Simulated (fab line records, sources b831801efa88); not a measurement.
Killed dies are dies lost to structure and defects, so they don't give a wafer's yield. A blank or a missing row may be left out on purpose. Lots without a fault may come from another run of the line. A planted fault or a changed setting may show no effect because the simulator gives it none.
fab line records | flow sky130
record lots=6 wafers=18 last_day=49
route steps=708 shown PWDE@52 NWELL@56 PAD_OPEN@708
lots that met no fault: from a run of the same line without faults
start_h: hours from the record's first day to the start of the lot's first wafer shown | wait_h: hours since the lot's step before | " the same as in the row above | L1.1+2: a row that stands for several wafers | - no value, or no start given | * or withheld: withheld | < > ~ a bound
route shown NAME@n: a module of which the file shows steps, and the number in the route of the first | usual: mean/standard deviation of fault-free wafers | same: alike in all rows | chamber/n: place in a boat | sites: the reading at each site | _std_site: their standard deviation | _edge_site: outer sites' mean less inner sites' | radius_mm: how far each site lies from the wafer's centre | mask NAME#n: copy n | behind: the tool/chamber that last shaped the wafer | hold: why the lot was held/for how many hours/how that ended | device: the transistor (n, p or np) that didn't switch | end of line: the same wafers' tests at the end of the route | a step without rows: its recipe alone | killed: dies lost to structure and defects at the first sort, not the wafer's yield | map: a wafer's dies, x killed, . not, _ none there
set.NAME: the setting as run; set.NAME@STEP: as run at that earlier step | model.NAME: the simulator's own value behind a step, which no gauge read
lots at some steps of the route; a table a step, a row a wafer
services: from which hour (start_h, from the record's first day; less than 0 if before it) a tool's chamber was out of use, for how many hours, and why
## steps
# step SKY_PWDE_OVL_MEAS_07
# usual PWDE_OVL=-0.5/1.6
# columns lot.wafer tool chamber start_h wait_h PWDE_OVL[nm]
L121.2 overlay-01 - 107.71 - 0.4
L121.3 " - " " -0.6
L121.5 " - " " 0.0
L122.1 overlay-01 - 108.05 - -0.4
L122.4 " - " " -1.4
L122.5 " - " " -0.7
L126.2 overlay-01 - 129.31 - 0.0
L126.3 " - " " -0.9
L126.6 " - " " -1.9
L128.3 overlay-01 - 142.34 - -0.8
L128.5 " - " " -1.7
L128.6 " - " " -1.0
L134.1 overlay-01 - 178.18 - 0.2
L134.2 " - " " -1.7
L134.5 " - " " -2.7
L135.2 overlay-01 - 182.26 - -0.4
L135.3 " - " " 0.1
L135.6 " - " " -1.5
# step SKY_PWDE_IMPLANT_08
# recipe species=B energy_kev=150 dose_cm2=3.6e+12 tilt_deg=withheld
# step SKY_PWDE_STRIP_09
# recipe chemistry=O2/N2 power_w=1400 pressure_mtorr=1500 platen_temp_c=withheld o2_flow_sccm=3000 n2_flow_sccm=300 overash_fraction=0.5
# usual drypump_motor_current_A=5.7/0.58 oes_product_au=0.723/0.0046 strip_time_to_endpoint_s=36.94/0.11
# columns lot.wafer tool chamber start_h wait_h drypump_motor_current_A oes_product_au rf_hours_counter_h strip_time_to_endpoint_s
L121.2 plasma_asher-03 0 107.89 0.1 4.7 0.721 46 36.86
L121.3 " 1 " " 5.8 0.717 - 36.92
L121.5 " 0 " " 4.7 0.720 - 36.74
L122.1 plasma_asher-01 0 108.24 0.1 6.0 0.718 29 36.98
L122.4 " 1 " " 5.3 0.730 - 37.01
L122.5 " 1 " " 5.3 0.715 - 37.02
L126.2 plasma_asher-03 0 129.49 0.1 4.7 0.721 48 36.83
L126.3 " 0 " " 4.7 0.726 - 36.74
L126.6 " 0 " " 4.7 0.728 - 36.74
L128.3 plasma_asher-01 0 142.55 0.1 6.0 0.727 - 36.81
L128.5 " 0 " " 6.0 0.722 - 36.97
L128.6 " 1 " " 5.3 0.722 - 36.95
L134.1 plasma_asher-04 1 178.37 0.1 6.5 0.727 6 37.10
L134.2 " 0 " " 6.0 0.726 6 37.05
L134.5 " 1 " " 6.5 0.716 - 37.04
L135.2 plasma_asher-01 0 182.44 0.1 6.0 0.720 37 37.06
L135.3 " 0 " " 6.0 0.725 - 37.21
L135.6 " 1 " " 5.3 0.730 - 37.06
# step SKY_PWDE_TW_MEAS_10
# usual PWDE_TW=371/3.1
# columns lot.wafer tool chamber start_h wait_h PWDE_TW
L121.2 film_metro-01 - 108.00 0.1 370
L121.3 " - " " 371
L121.5 " - " " 369
L122.1 film_metro-04 - 108.34 0.1 371
L122.4 " - " " 368
L122.5 " - " " 369
L126.2 film_metro-04 - 129.60 0.1 369
L126.3 " - " " 368
L126.6 " - " " 368
L128.3 film_metro-02 - 142.63 0.1 372
L128.5 " - " " 374
L128.6 " - " " 376
L134.1 film_metro-04 - 178.47 0.1 373
L134.2 " - " " 372
L134.5 " - " " 373
L135.2 film_metro-01 - 182.55 0.1 367
L135.3 " - " " 369
L135.6 " - " " 365
# step SKY_NWELL_DEHYDRATE_03
# recipe temp_c=200 time_s=60
# step SKY_NWELL_HMDS_04
# recipe prime_time_s=60 prime_temp_c=120
# step SKY_NWELL_COAT_05
# recipe spin_rpm=2000 resist_thk_nm=3000
# step SKY_NWELL_SOFTBAKE_06
# recipe temp_c=110 time_s=withheld
# step SKY_NWELL_EXPOSE_07
# recipe mask_id=NWM na=0.6 source_shape=conventional sigma_outer=0.6 polarization=unpolarized target_cd_nm=840 dose_mj=255
# step SKY_NWELL_PEB_08
# recipe temp_c=115 time_s=withheld
# step SKY_NWELL_DEVELOP_09
# recipe wall_angle_deg=90 developer=TMAH develop_time_s=60 dev_temp_c=23
# step SKY_NWELL_OVL_MEAS_10
# usual NWELL_00_OVL=0.1/1.5
# columns lot.wafer tool chamber start_h wait_h NWELL_00_OVL[nm]
L121.2 overlay-02 - 127.06 - 3.5
L121.3 " - " " 0.0
L121.5 " - " " 0.2
L122.1 overlay-02 - 127.33 - 1.5
L122.4 " - " " 0.7
L122.5 " - " " 1.6
L126.2 overlay-02 - 148.16 - 0.8
L126.3 " - " " 1.9
L126.6 " - " " 2.7
L128.3 overlay-01 - 160.79 - 3.0
L128.5 " - " " 0.5
L128.6 " - " " 1.9
L134.1 overlay-01 - 199.23 - -2.8
L134.2 " - " " 0.7
L134.5 " - " " -1.5
L135.2 overlay-01 - 203.94 - -0.7
L135.3 " - " " 0.9
L135.6 " - " " -0.3
# step SKY_NWELL_IMPLANT_11
# recipe species=P energy_kev=400 dose_cm2=1.9e+13 tilt_deg=withheld
# usual dose_ions_cm2=1.8993e+13/2e+10 faraday_current_uA=107.3/2.3
# same implant_ion_amu=31
# columns lot.wafer tool chamber start_h wait_h dose_ions_cm2 faraday_current_uA
L121.2 implanter-02 0 127.11 0.0 1.8948e+13 110.2
L121.3 " 0 " " 1.898e+13 112.0
L121.5 " 0 " " 1.8974e+13 103.0
L122.1 implanter-02 0 127.54 0.2 2.7103e+13 150.1
L122.4 " 0 " " 2.7115e+13 157.1
L122.5 " 0 " " 2.7092e+13 151.3
L126.2 implanter-03 0 148.21 0.0 1.8992e+13 108.8
L126.3 " 0 " " 1.899e+13 112.5
L126.6 " 0 " " 1.8975e+13 105.9
L128.3 implanter-02 0 160.87 0.1 2.7083e+13 154.8
L128.5 " 0 " " 2.7086e+13 148.8
L128.6 " 0 " " 2.7057e+13 153.8
L134.1 implanter-01 0 199.27 0.0 1.9022e+13 108.8
L134.2 " 0 " " 1.8992e+13 108.6
L134.5 " 0 " " 1.901e+13 110.8
L135.2 implanter-01 0 203.99 0.0 1.9014e+13 109.8
L135.3 " 0 " " 1.8975e+13 105.5
L135.6 " 0 " " 1.9035e+13 105.8
# step SKY_NWELL_IMPLANT_12
# recipe species=P energy_kev=120 dose_cm2=1.3e+12 tilt_deg=withheld
# step SKY_NWELL_IMPLANT_13
# recipe species=P energy_kev=50 dose_cm2=7e+11 tilt_deg=withheld
# step SKY_NWELL_STRIP_14
# recipe chemistry=O2/N2 power_w=1400 pressure_mtorr=1500 platen_temp_c=withheld o2_flow_sccm=3000 n2_flow_sccm=300 overash_fraction=0.5
# usual drypump_motor_current_A=5.6/0.58 oes_product_au=0.722/0.0046 strip_time_to_endpoint_s=36.97/0.11
# columns lot.wafer tool chamber start_h wait_h drypump_motor_current_A oes_product_au rf_hours_counter_h strip_time_to_endpoint_s
L121.2 plasma_asher-02 1 127.54 0.1 5.3 0.721 49 36.89
L121.3 " 1 " " 5.3 0.725 - 36.74
L121.5 " 1 " " 5.3 0.727 - 36.80
L122.1 plasma_asher-03 0 133.71 0.1 4.7 0.727 48 37.14
L122.4 " 0 " " 4.7 0.724 - 37.01
L122.5 " 0 " " 4.7 0.719 - 37.06
L126.2 plasma_asher-03 1 148.64 0.1 5.9 0.720 49 36.98
L126.3 " 1 " " 5.9 0.718 - 36.95
L126.6 " 1 " " 5.9 0.726 - 36.97
L128.3 plasma_asher-03 0 161.30 0.1 4.7 0.725 - 37.15
L128.5 " 0 " " 4.7 0.726 - 37.11
L128.6 " 1 " " 5.9 0.725 - 37.13
L134.1 plasma_asher-04 1 199.72 0.1 6.5 0.720 8 37.35
L134.2 " 0 " " 6.0 0.724 8 37.20
L134.5 " 1 " " 6.5 0.722 - 37.23
L135.2 plasma_asher-02 1 204.42 0.1 5.3 0.722 56 36.96
L135.3 " 1 " " 5.3 0.718 - 36.90
L135.6 " 1 " " 5.2 0.714 - 36.85
# step SKY_NWELL_TW_MEAS_15
# usual NWELL_TW=1808/18
# columns lot.wafer tool chamber start_h wait_h NWELL_TW
L121.2 film_metro-04 - 127.65 0.1 1801
L121.3 " - " " 1799
L121.5 " - " " 1810
L122.1 film_metro-04 - 133.81 0.1 2004
L122.4 " - " " 2012
L122.5 " - " " 2009
L126.2 film_metro-01 - 148.75 0.1 1794
L126.3 " - " " 1797
L126.6 " - " " 1786
L128.3 film_metro-02 - 161.39 0.1 2049
L128.5 " - " " 2059
L128.6 " - " " 2051
L134.1 film_metro-02 - 199.82 0.1 1813
L134.2 " - " " 1816
L134.5 " - " " 1821
L135.2 film_metro-02 - 204.53 0.1 1825
L135.3 " - " " 1821
L135.6 " - " " 1824
# step SKY_NWELL_DEHYDRATE_16
# recipe temp_c=200 time_s=60
# step SKY_NWELL_HMDS_17
# recipe prime_time_s=60 prime_temp_c=120
# step SKY_NWELL_COAT_18
# recipe spin_rpm=2000 resist_thk_nm=3000
# step SKY_NWELL_SOFTBAKE_19
# recipe temp_c=110 time_s=withheld
# step SKY_NWELL_EXPOSE_20
# recipe mask_id=NWM_COMPLEMENT na=0.6 source_shape=conventional sigma_outer=0.6 polarization=unpolarized target_cd_nm=840 dose_mj=260
# step SKY_NWELL_PEB_21
# recipe temp_c=115 time_s=withheld
# step SKY_NWELL_DEVELOP_22
# recipe wall_angle_deg=90 developer=TMAH develop_time_s=60 dev_temp_c=23
# step SKY_NWELL_OVL_MEAS_23
# usual NWELL_01_OVL=0.3/1.5
# columns lot.wafer tool chamber start_h wait_h NWELL_01_OVL[nm]
L121.2 overlay-01 - 145.91 - -3.2
L121.3 " - " " -0.7
L121.5 " - " " -2.9
L122.1 overlay-02 - 152.68 - 0.8
L122.4 " - " " 1.7
L122.5 " - " " 2.5
L126.2 overlay-01 - 168.28 - -1.7
L126.3 " - " " -0.9
L126.6 " - " " 0.3
L128.3 overlay-02 - 181.51 - 3.1
L128.5 " - " " 1.9
L128.6 " - " " 1.1
L134.1 overlay-02 - 221.83 - -1.0
L134.2 " - " " 1.4
L134.5 " - " " -0.3
L135.2 overlay-02 - 227.11 - -1.8
L135.3 " - " " 0.0
L135.6 " - " " 1.3
# step SKY_NWELL_IMPLANT_24
# recipe species=B energy_kev=140 dose_cm2=9.2e+12 tilt_deg=withheld
# step SKY_NWELL_STRIP_25
# recipe chemistry=O2/N2 power_w=1400 pressure_mtorr=1500 platen_temp_c=withheld o2_flow_sccm=3000 n2_flow_sccm=300 overash_fraction=0.5
# usual drypump_motor_current_A=5.8/0.56 oes_product_au=0.723/0.004 strip_time_to_endpoint_s=36.91/0.099
# columns lot.wafer tool chamber start_h wait_h drypump_motor_current_A oes_product_au rf_hours_counter_h strip_time_to_endpoint_s
L121.2 plasma_asher-02 0 146.09 0.1 5.6 0.724 51 37.04
L121.3 " 1 " " 5.3 0.716 - 36.95
L121.5 " 0 " " 5.6 0.723 - 36.89
L122.1 plasma_asher-03 1 152.86 0.1 5.9 0.715 50 36.87
L122.4 " 1 " " 5.9 0.723 - 36.87
L122.5 " 0 " " 4.7 0.725 - 36.90
L126.2 plasma_asher-04 0 168.46 0.1 6.0 0.722 5 36.97
L126.3 " 1 " " 6.5 0.726 - 37.03
L126.6 " 1 " " 6.5 0.718 - 36.95
L128.3 plasma_asher-02 1 181.72 0.1 5.3 0.724 - 36.75
L128.5 " 0 " " 5.6 0.727 - 36.75
L128.6 " 1 " " 5.3 0.721 - 36.78
L134.1 plasma_asher-04 0 222.02 0.1 6.1 0.731 10 36.77
L134.2 " 1 " " 6.5 0.720 10 36.90
L134.5 " 1 " " 6.5 0.727 - 36.82
L135.2 plasma_asher-04 1 227.29 0.1 6.5 0.727 11 36.87
L135.3 " 1 " " 6.5 0.717 - 36.80
L135.6 " 0 " " 6.0 0.720 - 36.83
# step SKY_NWELL_TW_MEAS_26
# usual NWELL_2_TW=493/4.3
# columns lot.wafer tool chamber start_h wait_h NWELL_2_TW
L121.2 film_metro-01 - 146.24 0.1 490
L121.3 " - " " 492
L121.5 " - " " 490
L122.1 film_metro-01 - 152.96 0.1 489
L122.4 " - " " 492
L122.5 " - " " 489
L126.2 film_metro-04 - 168.57 0.1 492
L126.3 " - " " 496
L126.6 " - " " 496
L128.3 film_metro-04 - 181.81 0.1 497
L128.5 " - " " 495
L128.6 " - " " 491
L134.1 film_metro-01 - 222.12 0.1 486
L134.2 " - " " 485
L134.5 " - " " 487
L135.2 film_metro-02 - 227.40 0.1 500
L135.3 " - " " 499
L135.6 " - " " 500
# step SKY_NWELL_CLEAN_27
# recipe chemistry=SC1/SC2 mix=1:4:20 temp_c=70 time_s=150 dry=n2_spin
# step SKY_NWELL_RTA_28
# recipe temp_c=1050 time_s=30 idle_temp_c=650 ramp_up_c_per_s=150 ramp_down_c_per_s=90 ambient=N2
# usual lamp_power_pct=25.31/0.052 wafer_temp_C_max=1054.9/0.88
# columns lot.wafer tool chamber start_h wait_h lamp_power_pct wafer_temp_C_max
L121.2 rtp_anneal-01 0 146.41 0.0 25.21 1054.4
L121.3 " 0 " " 25.27 1055.2
L121.5 " 0 " " 25.29 1054.2
L122.1 rtp_anneal-01 0 153.07 0.0 25.30 1054.5
L122.4 " 0 " " 25.26 1055.2
L122.5 " 0 " " 25.29 1054.5
L126.2 rtp_anneal-02 0 168.69 0.0 25.18 1056.1
L126.3 " 0 " " 25.32 1055.7
L126.6 " 0 " " 25.36 1054.1
L128.3 rtp_anneal-02 0 181.93 0.0 25.28 1054.8
L128.5 " 0 " " 25.39 1055.9
L128.6 " 0 " " 25.27 1055.0
L134.1 rtp_anneal-01 0 222.23 0.0 25.37 1055.9
L134.2 " 0 " " 25.36 1054.4
L134.5 " 0 " " 25.31 1055.5
L135.2 rtp_anneal-02 0 227.51 0.0 25.32 1055.7
L135.3 " 0 " " 25.34 1054.8
L135.6 " 0 " " 25.37 1054.2
# step SKY_NWELL_RS_MEAS_29
# recipe thk_meas_gauge=four-point-probe
# usual NWELL_RS=624.5/1.7
# columns lot.wafer tool chamber start_h wait_h NWELL_RS[ohm/sq]
L121.2 film_metro-01 - 146.51 0.1 625.7
L121.3 " - " " 625.6
L121.5 " - " " 626.0
L122.1 film_metro-04 - 153.27 0.2 516.8
L122.4 " - " " 516.2
L122.5 " - " " 516.7
L126.2 film_metro-04 - 168.79 0.1 620.7
L126.3 " - " " 623.0
L126.6 " - " " 624.2
L128.3 film_metro-01 - 182.04 0.1 517.0
L128.5 " - " " 517.2
L128.6 " - " " 516.4
L134.1 film_metro-04 - 222.33 0.1 625.0
L134.2 " - " " 626.0
L134.5 " - " " 626.0
L135.2 film_metro-01 - 227.62 0.1 625.3
L135.3 " - " " 623.5
L135.6 " - " " 623.7
# step SKY_PAD_OPEN_PROBE_99
# usual killed_at_M0_to_M3=43/6.5 killed_at_M4_up=3.3/2 killed_at_contacts=24/5.2 killed_at_front_end=16/4.2 killed_at_other=0.3/0.6 killed_dies=87/9.3 killed_open=47/7.8 killed_short=39/6.2
# same gross_dies=492 killed_at_back_side=0
# columns lot.wafer tool chamber start_h wait_h killed_at_M0_to_M3 killed_at_M4_up killed_at_contacts killed_at_front_end killed_at_other killed_dies killed_open killed_short model.etest.nfet_16v.r_on_ohm_um model.etest.pfet_16v.r_on_ohm_um model.etest.res_nwell.line_ohm_um model.etest.res_nwell.rs_ohm_sq model.etest.pfet_g5v0d10v5.r_on_ohm_um model.etest.tip_p_5v.rs_ohm_sq model.etest.res_nwell.width_nm model.etest.res_iso_pwell.width_nm
L121.2 prober-02 - 1111.60 0.1 32 4 29 13 0 78 49 29 1.377e+04 1.534e+04 1208 1006 4756 2867 845.6 2648
L121.3 prober-02 - 1111.65 0.2 37 2 34 19 0 92 47 45 1.387e+04 1.572e+04 1223 1024 4819 2861 846.2 2643
L121.5 prober-02 - 1111.75 0.2 38 6 31 14 1 90 53 37 1.377e+04 1.557e+04 1222 1034 4768 2846 844.4 2640
L122.1 prober-02 - 1118.63 0.1 34 3 25 10 0 72 42 30 1.243e+04 1.555e+04 871.5 757.1 4718 2902 856.6 2618
L122.4 prober-02 - 1118.78 0.2 48 3 37 15 1 104 53 49 1.256e+04 1.553e+04 890 758.6 4818 2903 861.2 2638
L122.5 prober-02 - 1118.83 0.2 46 5 26 10 1 88 48 40 1.245e+04 1.56e+04 889.8 763 4744 2916 860.9 2631
L126.2 prober-02 - 1138.64 0.1 35 2 26 10 0 73 35 38 1.385e+04 1.491e+04 1075 900.1 4797 2853 838.1 2636
L126.3 prober-02 - 1138.69 0.2 43 6 19 22 0 90 48 42 1.395e+04 1.499e+04 1102 911.6 4749 2854 831.5 2652
L126.6 prober-02 - 1138.84 0.2 45 1 27 15 1 89 54 35 1.417e+04 1.544e+04 1142 943.7 4663 2873 844.1 2632
L128.3 prober-01 - 1144.50 0.2 37 2 26 19 0 84 41 43 1.281e+04 1.636e+04 958 820.3 4859 2928 862 2625
L128.5 prober-01 - 1144.60 0.2 36 4 21 12 3 76 42 34 1.255e+04 1.557e+04 912.2 778.6 4798 2933 866.4 2646
L128.6 prober-01 - 1144.65 0.2 34 5 25 19 0 83 46 37 1.28e+04 1.61e+04 940.5 809.5 4839 2918 864.7 2627
L134.1 prober-02 - 1180.40 0.1 45 2 21 13 0 81 43 36 1.438e+04 1.518e+04 1106 935.4 4857 2824 837.5 2645
L134.2 prober-02 - 1180.45 0.1 47 4 32 15 2 100 51 46 1.452e+04 1.508e+04 1095 914.3 4764 2849 837.2 2634
L134.5 prober-02 - 1180.60 0.2 33 7 24 15 0 79 39 40 1.454e+04 1.566e+04 1133 951.1 4909 2852 840.5 2630
L135.2 prober-01 - 1181.60 0.1 42 4 21 19 0 86 53 33 1.433e+04 1.537e+04 1075 911.5 4764 2859 843 2638
L135.3 prober-01 - 1181.65 0.2 40 5 29 14 0 88 38 49 1.438e+04 1.538e+04 1059 902 4844 2864 845.7 2625
L135.6 prober-01 - 1181.80 0.2 43 4 25 17 0 89 45 43 1.419e+04 1.515e+04 1050 890.6 4802 2852 842.7 2628
# killed by level:class
L121.2 CONTACT:geometric_particle:open=16 VIA1:geometric_particle:open=12 LI_CONTACT:geometric_particle:open=7 FIELD_ISO:geometric_particle:open=6 METAL2:geometric_particle:short=6 METAL4:geometric_particle:short=4 VIA2:geometric_particle:open=4 LOCAL_INTERCONNECT:geometric_particle:short=3
L121.3 VIA2:geometric_particle:open=11 CONTACT:geometric_particle:short=10 CONTACT:geometric_particle:open=9 METAL1:geometric_particle:short=8 FIELD_ISO:geometric_particle:short=7 LI_CONTACT:geometric_particle:open=7 FIELD_ISO:geometric_particle:open=4 POLY_GATE:geometric_particle:open=4
L121.5 CONTACT:geometric_particle:open=12 CONTACT:geometric_particle:short=10 VIA2:geometric_particle:open=8 VIA1:geometric_particle:open=7 LI_CONTACT:geometric_particle:open=6 FIELD_ISO:geometric_particle:short=5 METAL3:geometric_particle:short=5 FIELD_ISO:geometric_particle:open=4
L122.1 LI_CONTACT:geometric_particle:open=10 VIA1:geometric_particle:open=8 CONTACT:geometric_particle:open=6 METAL1:geometric_particle:short=5 FIELD_ISO:geometric_particle:open=4 CONTACT:geometric_particle:short=4 VIA1:geometric_particle:short=4 POLY_GATE:geometric_particle:open=3
L122.4 CONTACT:geometric_particle:open=13 VIA1:geometric_particle:open=9 LI_CONTACT:geometric_particle:open=8 VIA2:geometric_particle:open=7 LOCAL_INTERCONNECT:geometric_particle:short=6 CONTACT:geometric_particle:short=6 METAL1:geometric_particle:short=6 METAL2:geometric_particle:short=6
L122.5 VIA1:geometric_particle:open=13 LI_CONTACT:geometric_particle:open=10 VIA1:geometric_particle:short=7 VIA2:geometric_particle:open=7 METAL4:geometric_particle:short=5 CONTACT:geometric_particle:short=5 METAL2:geometric_particle:open=4 POLY_GATE:geometric_particle:open=4
L126.2 CONTACT:geometric_particle:open=10 METAL2:geometric_particle:short=7 FIELD_ISO:geometric_particle:short=7 LI_CONTACT:geometric_particle:open=6 VIA1:geometric_particle:short=6 VIA2:geometric_particle:open=6 VIA1:geometric_particle:open=5 LI_CONTACT:geometric_particle:short=4
L126.3 VIA1:geometric_particle:open=17 POLY_GATE:geometric_particle:short=8 LI_CONTACT:geometric_particle:open=8 METAL2:geometric_particle:short=7 FIELD_ISO:geometric_particle:short=4 CONTACT:geometric_particle:short=4 VIA2:geometric_particle:open=4 METAL1:geometric_particle:short=4
L126.6 VIA1:geometric_particle:open=10 LI_CONTACT:geometric_particle:open=8 VIA3:geometric_particle:open=8 CONTACT:geometric_particle:open=7 CONTACT:geometric_particle:short=5 SPACER:geometric_particle:open=4 VIA3:geometric_particle:short=4 METAL1:geometric_particle:open=4
L128.3 VIA1:geometric_particle:open=10 POLY_GATE:geometric_particle:short=9 LI_CONTACT:geometric_particle:open=7 CONTACT:geometric_particle:open=7 CONTACT:geometric_particle:short=5 METAL2:geometric_particle:short=4 FIELD_ISO:geometric_particle:short=4 FIELD_ISO:geometric_particle:open=4
L128.5 VIA2:geometric_particle:open=7 CONTACT:geometric_particle:open=6 LI_CONTACT:geometric_particle:open=6 VIA1:geometric_particle:short=6 POLY_GATE:geometric_particle:open=5 VIA1:geometric_particle:open=5 VIA3:geometric_particle:open=5 LOCAL_INTERCONNECT:geometric_particle:short=4
L128.6 CONTACT:geometric_particle:open=11 VIA1:geometric_particle:open=10 VIA2:geometric_particle:open=8 LOCAL_INTERCONNECT:geometric_particle:short=7 POLY_GATE:geometric_particle:open=6 VIA1:geometric_particle:short=6 FIELD_ISO:geometric_particle:short=5 POLY_GATE:geometric_particle:short=5
L134.1 VIA1:geometric_particle:open=7 LI_CONTACT:geometric_particle:open=7 VIA3:geometric_particle:open=7 METAL2:geometric_particle:short=6 CONTACT:geometric_particle:open=5 METAL1:geometric_particle:short=5 VIA1:geometric_particle:short=5 FIELD_ISO:geometric_particle:open=4
L134.2 VIA1:geometric_particle:open=11 LI_CONTACT:geometric_particle:open=9 CONTACT:geometric_particle:open=9 VIA3:geometric_particle:open=7 CONTACT:geometric_particle:short=6 METAL1:geometric_particle:short=6 LOCAL_INTERCONNECT:geometric_particle:short=5 VIA2:geometric_particle:open=4
L134.5 VIA1:geometric_particle:open=8 VIA3:geometric_particle:open=7 LI_CONTACT:geometric_particle:open=6 CONTACT:geometric_particle:open=6 METAL1:geometric_particle:short=6 METAL4:geometric_particle:short=6 LOCAL_INTERCONNECT:geometric_particle:short=5 FIELD_ISO:geometric_particle:short=4
L135.2 VIA1:geometric_particle:open=14 VIA2:geometric_particle:open=8 METAL1:geometric_particle:short=6 LI_CONTACT:geometric_particle:open=6 CONTACT:geometric_particle:open=6 POLY_GATE:geometric_particle:short=5 CONTACT:geometric_particle:short=5 VIA3:geometric_particle:open=5
L135.3 VIA1:geometric_particle:open=12 LOCAL_INTERCONNECT:geometric_particle:short=10 CONTACT:geometric_particle:open=8 METAL1:geometric_particle:short=7 METAL2:geometric_particle:short=7 FIELD_ISO:geometric_particle:short=6 LI_CONTACT:geometric_particle:open=5 METAL4:geometric_particle:short=5
L135.6 FIELD_ISO:geometric_particle:open=7 LI_CONTACT:geometric_particle:open=7 FIELD_ISO:geometric_particle:short=6 CONTACT:geometric_particle:open=6 VIA3:geometric_particle:open=6 VIA1:geometric_particle:open=6 METAL1:geometric_particle:short=5 VIA1:geometric_particle:short=5
## services
# columns tool chamber start_h hours kind
plasma_asher-04 - 108.75 9.0 pm
plasma_asher-04 0 108.75 9.0 vent_cycle
plasma_asher-04 1 108.75 9.0 vent_cycle
implanter-03 - 112.35 16.8 pm
implanter-02 - 112.77 1.6 repair
plasma_asher-04 0 117.75 - clean
plasma_asher-04 1 117.75 - clean
implanter-01 - 127.22 3.5 pm
plasma_asher-03 - 145.03 2.8 pm
plasma_asher-02 - 168.98 0.7 repair
implanter-03 - 178.96 5.4 repair
plasma_asher-04 - 203.15 1.4 repair
plasma_asher-01 - 221.84 5.4 repair
## key
first_sign step=SKY_NWELL_IMPLANT_11 reading=dose_ions_cm2 direction=up sigmas=99+ usual=* struck=*
effect step=SKY_NWELL_IMPLANT_11 reading=faraday_current_uA direction=up sigmas=19 usual=107.3 struck=152.6
effect step=SKY_NWELL_TW_MEAS_15 reading=NWELL_TW direction=up sigmas=12 usual=1808 struck=2031
effect step=SKY_NWELL_RS_MEAS_29 reading=NWELL_RS direction=down sigmas=65 usual=624.5 struck=516.7
model_effect step=SKY_PAD_OPEN_PROBE_99 value=etest.nfet_16v.r_on_ohm_um without=1.392e+04 struck=1.26e+04
met_at SKY_NWELL_IMPLANT_11
struck_wafers L122.1,L122.4,L122.5,L128.3,L128.5,L128.6
tester_left_out L122,L128
onset_between 127.11 127.54
fault kind=process_parameter_drift tool=implanter-02 chamber=- onset_h=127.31 steps=SKY_NWELL_IMPLANT_11 channel=dose_cm2 offset=* shape=step end_h=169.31 acts_in=* stated=*
# tester_left_out: of these lots the tester's yield and bins aren't shown, on N5 and GAA mostly nor the transistor test; their killed dies are dies lost to structure and defects alone, not to doping, threshold or leakage, so they don't give the yield
